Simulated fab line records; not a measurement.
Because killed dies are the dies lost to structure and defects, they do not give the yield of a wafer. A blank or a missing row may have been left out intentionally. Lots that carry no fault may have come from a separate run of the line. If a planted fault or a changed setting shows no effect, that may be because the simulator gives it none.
Which tool did it?    flow gf180mcu    72 wafers from 24 lots sampled at 6 of the route's 602 steps

WHAT THE GAUGES READ, wafer by wafer
The record holds no reading of a measuring or inspecting step that can be judged against a usual standard deviation.

TOOL THAT RAN EACH LOT (tool first, then ch and the chambers of the sampled wafers, then the start)
lot   GF_CONTACT_CMP_04              GF_M1_SPUTTER_00              GF_M1_SPUTTER_03              GF_V1_STRIP_18                        GF_M2_SPUTTER_01              GF_M2_STRIP_17
L074  cmp-01 ch 1,2,3, day 16 00:00  pvd-sputter-01, day 17 00:38  pvd-sputter-01, day 17 00:48  plasma-asher-02 ch 0,1, day 19 03:17  pvd-sputter-04, day 19 04:37  plasma-asher-03 ch 0,1, day 20 05:16
L075  cmp-02 ch 1,2,3, day 16 06:06  pvd-sputter-02, day 17 07:08  pvd-sputter-02, day 17 07:17  plasma-asher-02 ch 0,1, day 19 10:05  pvd-sputter-01, day 19 11:25  plasma-asher-04 ch 0,1, day 20 11:31
L076  cmp-01 ch 0,1,2, day 16 15:25  pvd-sputter-01, day 17 16:59  pvd-sputter-01, day 17 17:08  plasma-asher-01 ch 0,1, day 19 19:44  pvd-sputter-02, day 19 21:03  plasma-asher-04 ch 0,1, day 20 22:01
L077  cmp-02 ch 0,2,3, day 16 23:28  pvd-sputter-02, day 18 01:08  pvd-sputter-02, day 18 01:17  plasma-asher-04 ch 0,1, day 20 04:07  pvd-sputter-01, day 20 05:52  plasma-asher-01 ch 0,1, day 21 06:15
L078  cmp-01 ch 0,1,2, day 17 05:18  pvd-sputter-01, day 18 06:50  pvd-sputter-01, day 18 07:00  plasma-asher-01 ch 0,1, day 20 10:28  pvd-sputter-02, day 20 11:54  plasma-asher-04 ch 0,1, day 21 12:52
L079  cmp-01 ch 0,2,3, day 17 20:23  pvd-sputter-02, day 18 22:36  pvd-sputter-02, day 18 22:46  plasma-asher-04 ch 0,1, day 21 02:29  pvd-sputter-02, day 21 03:49  plasma-asher-01 ch 0, day 22 04:28
L080  cmp-02 ch 0,1,2, day 18 01:37  pvd-sputter-01, day 19 03:41  pvd-sputter-01, day 19 03:51  plasma-asher-04 ch 0,1, day 21 06:37  pvd-sputter-04, day 21 08:03  plasma-asher-01 ch 0,1, day 22 08:17
L081  cmp-01 ch 0,1,2, day 18 07:38  pvd-sputter-03, day 19 10:57  pvd-sputter-03, day 19 11:07  plasma-asher-04 ch 0,1, day 21 14:07  pvd-sputter-02, day 21 15:29  plasma-asher-03 ch 1, day 22 16:25
L082  cmp-02 ch 1,2,3, day 18 21:32  pvd-sputter-02, day 19 23:41  pvd-sputter-02, day 19 23:50  plasma-asher-04 ch 0,1, day 22 01:50  pvd-sputter-02, day 22 03:11  plasma-asher-04 ch 0,1, day 23 03:55
L083  cmp-02 ch 0,3, day 19 04:34    pvd-sputter-01, day 20 06:58  pvd-sputter-01, day 20 07:07  plasma-asher-02 ch 0,1, day 22 09:11  pvd-sputter-01, day 22 10:31  plasma-asher-01 ch 0,1, day 23 10:28
L084  cmp-02 ch 1,2, day 19 07:27    pvd-sputter-02, day 20 09:06  pvd-sputter-02, day 20 09:16  plasma-asher-04 ch 0,1, day 22 12:01  pvd-sputter-02, day 22 13:18  plasma-asher-01 ch 0,1, day 23 14:05
L085  cmp-02 ch 0,1,2, day 20 01:34  pvd-sputter-03, day 21 03:57  pvd-sputter-03, day 21 04:07  plasma-asher-02 ch 0,1, day 23 05:29  pvd-sputter-02, day 23 06:49  plasma-asher-03 ch 0,1, day 24 05:53
L086  cmp-01 ch 0,1,2, day 20 07:16  pvd-sputter-03, day 21 10:03  pvd-sputter-03, day 21 10:13  plasma-asher-01 ch 0,1, day 23 12:19  pvd-sputter-04, day 23 13:36  plasma-asher-03 ch 0,1, day 24 13:00
L087  cmp-02 ch 0,1, day 20 15:01    pvd-sputter-02, day 21 17:20  pvd-sputter-02, day 21 17:29  plasma-asher-01 ch 0,1, day 23 18:28  pvd-sputter-04, day 23 19:47  plasma-asher-04 ch 0,1, day 24 19:04
L088  cmp-01 ch 1,2,3, day 20 23:49  pvd-sputter-01, day 22 01:30  pvd-sputter-01, day 22 01:40  plasma-asher-02 ch 0,1, day 24 02:59  pvd-sputter-01, day 24 04:26  plasma-asher-01 ch 0,1, day 25 03:07
L089  cmp-01 ch 1,2,3, day 21 09:27  pvd-sputter-02, day 22 11:26  pvd-sputter-02, day 22 11:36  plasma-asher-04 ch 0,1, day 24 11:56  pvd-sputter-01, day 24 13:22  plasma-asher-03 ch 0,1, day 25 12:19
L090  cmp-02 ch 0,2,3, day 21 16:56  pvd-sputter-02, day 22 18:02  pvd-sputter-02, day 22 18:12  plasma-asher-02 ch 0,1, day 24 18:10  pvd-sputter-01, day 24 19:27  plasma-asher-03 ch 0,1, day 25 17:42
L091  cmp-02 ch 1,2,3, day 22 00:12  pvd-sputter-01, day 23 01:15  pvd-sputter-01, day 23 01:25  plasma-asher-02 ch 0,1, day 25 01:47  pvd-sputter-01, day 25 03:08  plasma-asher-01 ch 0,1, day 26 00:46
L092  cmp-01 ch 0,2,3, day 22 08:54  pvd-sputter-02, day 23 10:25  pvd-sputter-02, day 23 10:35  plasma-asher-02 ch 0,1, day 25 09:53  pvd-sputter-01, day 25 11:13  plasma-asher-04 ch 0,1, day 26 09:37
L093  cmp-02 ch 2,3, day 22 17:10    pvd-sputter-02, day 23 18:34  pvd-sputter-02, day 23 18:43  plasma-asher-02 ch 1, day 25 16:53    pvd-sputter-01, day 25 18:14  plasma-asher-04 ch 0,1, day 26 15:58
L094  cmp-02 ch 0,1, day 22 19:37    pvd-sputter-02, day 23 20:50  pvd-sputter-02, day 23 21:00  plasma-asher-02 ch 0,1, day 25 19:56  pvd-sputter-01, day 25 21:16  plasma-asher-03 ch 0,1, day 26 19:19
L095  cmp-01 ch 0,1,3, day 23 04:38  pvd-sputter-02, day 24 05:17  pvd-sputter-02, day 24 05:26  plasma-asher-01 ch 0,1, day 26 03:41  pvd-sputter-01, day 26 05:00  plasma-asher-03 ch 0,1, day 27 02:13
L096  cmp-02 ch 0,2,3, day 23 12:06  pvd-sputter-03, day 24 12:51  pvd-sputter-03, day 24 13:01  plasma-asher-02 ch 0,1, day 26 11:14  pvd-sputter-02, day 26 12:41  plasma-asher-04 ch 0,1, day 27 09:46
L097  cmp-01 ch 1,2,3, day 23 20:32  pvd-sputter-01, day 24 21:47  pvd-sputter-01, day 24 21:56  plasma-asher-01 ch 0,1, day 26 19:08  pvd-sputter-02, day 26 20:27  plasma-asher-04 ch 0,1, day 27 16:29
- GF_CONTACT_CMP_04: polishes SiO2.
- GF_M1_SPUTTER_00: material Ti, target thk 37.5 nm, time 150 s.
- GF_M1_SPUTTER_03: material Ti, target thk 10 nm, time 6.7 s.
- GF_V1_STRIP_18: strips in O2/N2.
- GF_M2_SPUTTER_01: material TiN, target thk 30 nm, time 25 s.
- GF_M2_STRIP_17: strips in O2/N2.

AS READ BY THE TOOLS THEMSELVES (means over the sampled wafers that have a number; for cases with no such wafer, the mark the record gives instead)
GF_CONTACT_CMP_04. Usual: motor-current-A 12.5 A, standard deviation 1; time-to-endpoint-s 111 s, standard deviation 6.7.
lot   tool    motor-current-A (A)  time-to-endpoint-s (s)  flag
L074  cmp-01  12.9                 109                     
L075  cmp-02  12.1                 120                     
L076  cmp-01  12.0                 111                     
L077  cmp-02  11.6                 108                     
L078  cmp-01  12.2                 112                     
L079  cmp-01  12.3                 108                     
L080  cmp-02  12.5                 114                     
L081  cmp-01  12.1                 116                     
L082  cmp-02  12.3                 108                     
L083  cmp-02  12.5                 111                     
L084  cmp-02  12.5                 105                     
L085  cmp-02  12.9                 108                     
L086  cmp-01  12.1                 117                     
L087  cmp-02  13.1                 100                     
L088  cmp-01  12.4                 115                     
L089  cmp-01  12.7                 117                     
L090  cmp-02  12.0                 111                     
L091  cmp-02  12.6                 108                     
L092  cmp-01  12.5                 115                     
L093  cmp-02  12.0                 113                     
L094  cmp-02  12.7                 110                     
L095  cmp-01  13.3                 117                     
L096  cmp-02  12.0                 101                     
L097  cmp-01  13.0                 111                     

GF_M1_SPUTTER_00. Usual: throttle-valve-pct at 29.9 %, with a standard deviation of 0.75.
lot   tool            throttle-valve-pct (%)  flag
L074  pvd-sputter-01  30.0                    
L075  pvd-sputter-02  29.1                    
L076  pvd-sputter-01  30.6                    
L077  pvd-sputter-02  29.7                    
L078  pvd-sputter-01  29.6                    
L079  pvd-sputter-02  29.9                    
L080  pvd-sputter-01  29.6                    
L081  pvd-sputter-03  30.7                    
L082  pvd-sputter-02  29.7                    
L083  pvd-sputter-01  29.7                    
L084  pvd-sputter-02  30.0                    
L085  pvd-sputter-03  30.8                    
L086  pvd-sputter-03  29.8                    
L087  pvd-sputter-02  29.6                    
L088  pvd-sputter-01  30.0                    
L089  pvd-sputter-02  29.9                    
L090  pvd-sputter-02  30.1                    
L091  pvd-sputter-01  29.7                    
L092  pvd-sputter-02  30.0                    
L093  pvd-sputter-02  29.9                    
L094  pvd-sputter-02  29.3                    
L095  pvd-sputter-02  30.0                    
L096  pvd-sputter-03  30.2                    
L097  pvd-sputter-01  29.8                    

GF_M1_SPUTTER_03. Usual: throttle-valve-pct at 29.9 %, with a standard deviation of 0.73.
lot   tool            throttle-valve-pct (%)  flag
L074  pvd-sputter-01  30.0                    
L075  pvd-sputter-02  29.0                    
L076  pvd-sputter-01  30.5                    
L077  pvd-sputter-02  29.7                    
L078  pvd-sputter-01  29.7                    
L079  pvd-sputter-02  30.1                    
L080  pvd-sputter-01  29.6                    
L081  pvd-sputter-03  30.8                    
L082  pvd-sputter-02  29.8                    
L083  pvd-sputter-01  29.7                    
L084  pvd-sputter-02  29.9                    
L085  pvd-sputter-03  30.7                    
L086  pvd-sputter-03  29.8                    
L087  pvd-sputter-02  29.6                    
L088  pvd-sputter-01  30.1                    
L089  pvd-sputter-02  29.9                    
L090  pvd-sputter-02  30.0                    
L091  pvd-sputter-01  29.7                    
L092  pvd-sputter-02  30.3                    
L093  pvd-sputter-02  30.0                    
L094  pvd-sputter-02  29.4                    
L095  pvd-sputter-02  30.0                    
L096  pvd-sputter-03  30.2                    
L097  pvd-sputter-01  29.6                    

GF_V1_STRIP_18. Usual: chamber-pressure-mTorr 1500.0 mTorr, standard deviation 1.2; drypump-motor-current-A 5.9 A, standard deviation 0.47; heater-power-w 341 W, standard deviation 45; o2-flow-sccm 2999 sccm, standard deviation 8.5; oes-product-au 0.592 a.u., standard deviation 0.005; platen-temp-c 249.98 C, standard deviation 0.19.
lot   tool             chamber-pressure-mTorr (mTorr)  drypump-motor-current-A (A)  heater-power-w (W)  o2-flow-sccm (sccm)  oes-product-au (a.u.)  platen-temp-c (C)  flag
L074  plasma-asher-02  1499.4                          6.2                          336                 2996                 0.595                  250.13             
L075  plasma-asher-02  1500.2                          6.4                          362                 2999                 0.595                  249.89             
L076  plasma-asher-01  1499.3                          5.4                          284                 3005                 0.595                  250.07             
L077  plasma-asher-04  1499.8                          5.6                          362                 3000                 0.591                  249.70             
L078  plasma-asher-01  1500.7                          5.4                          279                 2998                 0.590                  250.02             
L079  plasma-asher-04  1500.1                          5.5                          375                 3002                 0.594                  250.10             
L080  plasma-asher-04  1499.9                          5.6                          362                 3000                 0.595                  249.96             
L081  plasma-asher-04  1500.7                          5.6                          357                 2993                 0.589                  250.08             
L082  plasma-asher-04  1500.2                          5.6                          378                 3000                 0.589                  249.99             
L083  plasma-asher-02  1499.9                          6.4                          366                 2989                 0.592                  249.98             
L084  plasma-asher-04  1500.2                          5.6                          370                 3000                 0.595                  249.97             
L085  plasma-asher-02  1500.4                          6.4                          366                 2998                 0.590                  250.07             
L086  plasma-asher-01  1499.5                          5.3                          302                 2994                 0.592                  249.74             
L087  plasma-asher-01  1499.4                          5.3                          297                 2992                 0.592                  249.82             
L088  plasma-asher-02  1500.0                          6.2                          335                 2996                 0.593                  250.01             
L089  plasma-asher-04  1500.1                          5.6                          359                 3006                 0.594                  250.00             
L090  plasma-asher-02  1500.7                          6.2                          337                 3005                 0.591                  250.07             
L091  plasma-asher-02  1499.4                          6.2                          341                 2998                 0.596                  249.90             
L092  plasma-asher-02  1500.4                          6.2                          336                 3005                 0.588                  249.97             
L093  plasma-asher-02  1498.8                          6.1                          304                 3015                 0.586                  250.22             
L094  plasma-asher-02  1498.5                          6.4                          367                 2987                 0.590                  250.12             
L095  plasma-asher-01  1499.3                          5.3                          300                 2993                 0.591                  249.88             
L096  plasma-asher-02  1499.8                          6.4                          371                 2997                 0.592                  250.15             
L097  plasma-asher-01  1500.9                          5.5                          286                 2993                 0.594                  249.85             

GF_M2_SPUTTER_01. Usual: throttle-valve-pct at 29.8 %, with a standard deviation of 0.75.
lot   tool            throttle-valve-pct (%)  flag
L074  pvd-sputter-04  30.1                    
L075  pvd-sputter-01  29.9                    
L076  pvd-sputter-02  30.2                    
L077  pvd-sputter-01  29.7                    
L078  pvd-sputter-02  29.5                    
L079  pvd-sputter-02  29.9                    
L080  pvd-sputter-04  30.5                    
L081  pvd-sputter-02  30.0                    
L082  pvd-sputter-02  29.7                    
L083  pvd-sputter-01  30.4                    
L084  pvd-sputter-02  30.1                    
L085  pvd-sputter-02  30.4                    
L086  pvd-sputter-04  30.3                    
L087  pvd-sputter-04  29.8                    
L088  pvd-sputter-01  29.2                    
L089  pvd-sputter-01  30.1                    
L090  pvd-sputter-01  30.7                    
L091  pvd-sputter-01  30.0                    
L092  pvd-sputter-01  29.5                    
L093  pvd-sputter-01  30.5                    
L094  pvd-sputter-01  30.0                    
L095  pvd-sputter-01  29.6                    
L096  pvd-sputter-02  29.4                    
L097  pvd-sputter-02  29.8                    

GF_M2_STRIP_17. Usual: value, then standard deviation, for each; chamber-pressure-mTorr 1500.2 mTorr / 1.5; drypump-motor-current-A 5.59 A / 0.26; heater-power-w 320 W / 41; o2-flow-sccm 2998 sccm / 8.5; oes-product-au 0.556 a.u. / 0.0049; platen-temp-c 250.01 C / 0.18; strip-time-to-endpoint-s 7.86 s / 0.047.
lot   tool             chamber-pressure-mTorr (mTorr)  drypump-motor-current-A (A)  heater-power-w (W)  o2-flow-sccm (sccm)  oes-product-au (a.u.)  platen-temp-c (C)  strip-time-to-endpoint-s (s)  flag
L074  plasma-asher-03  1499.6                          5.74                         289                 2999                 0.562                  250.03             7.89                          
L075  plasma-asher-04  1500.8                          5.60                         360                 3002                 0.566                  249.93             7.89                          
L076  plasma-asher-04  1499.9                          5.58                         359                 3000                 0.557                  249.86             7.88                          
L077  plasma-asher-01  1499.6                          5.46                         287                 3000                 0.557                  249.77             7.86                          
L078  plasma-asher-04  1500.8                          5.52                         377                 3000                 0.559                  249.90             7.81                          
L079  plasma-asher-01  1501.4                          5.65                         266                 3005                 0.558                  249.99             7.89                          
L080  plasma-asher-01  1498.2                          5.29                         301                 2997                 0.555                  250.21             7.90                          
L081  plasma-asher-03  1500.7                          5.59                         283                 2991                 0.559                  250.06             7.92                          
L082  plasma-asher-04  1500.5                          5.52                         375                 2996                 0.565                  250.17             7.92                          
L083  plasma-asher-01  1500.3                          5.47                         284                 2997                 0.556                  250.14             7.87                          
L084  plasma-asher-01  1500.9                          5.47                         286                 2999                 0.560                  249.97             7.88                          
L085  plasma-asher-03  1499.6                          5.75                         286                 2995                 0.555                  250.03             7.80                          
L086  plasma-asher-03  1499.8                          5.76                         285                 2995                 0.554                  249.96             7.86                          
L087  plasma-asher-04  1501.5                          5.58                         354                 3000                 0.555                  249.90             7.90                          
L088  plasma-asher-01  1500.3                          5.28                         304                 3000                 0.557                  250.11             7.82                          
L089  plasma-asher-03  1498.3                          5.78                         288                 2992                 0.553                  249.91             7.83                          
L090  plasma-asher-03  1500.9                          5.90                         296                 3001                 0.556                  250.13             7.88                          
L091  plasma-asher-01  1499.3                          5.29                         305                 3002                 0.549                  249.94             7.78                          
L092  plasma-asher-04  1499.6                          5.51                         373                 2992                 0.549                  250.09             7.80                          
L093  plasma-asher-04  1500.6                          5.53                         378                 3005                 0.554                  249.89             7.80                          
L094  plasma-asher-03  1500.1                          5.88                         299                 3004                 0.558                  250.06             7.78                          
L095  plasma-asher-03  1501.5                          5.76                         291                 2996                 0.554                  250.13             7.86                          
L096  plasma-asher-04  1499.8                          5.50                         373                 2990                 0.555                  250.08             7.79                          
L097  plasma-asher-04  1500.2                          5.52                         373                 2999                 0.555                  250.02             7.91                          

THE ANSWER, worked out from the rows above alone
Rule: take the mean of a lot's wafers that have a number; if it is more than 3 standard deviations from the usual mean, the lot is off. A lot without any number at a reading at which 4 lots or more have one is off too. All remaining lots with rows at the step are treated as sound. Order of review: gauges by route order, followed by the tools' own readings, for which a lot's mean as printed above is used. At the first step where some lot is off, the reading lying furthest off is the one used; lots without a number count as furthest.
Nothing can be told from this: no lot is off at any reading shown.

WHAT THE SIMULATOR HAD PUT IN
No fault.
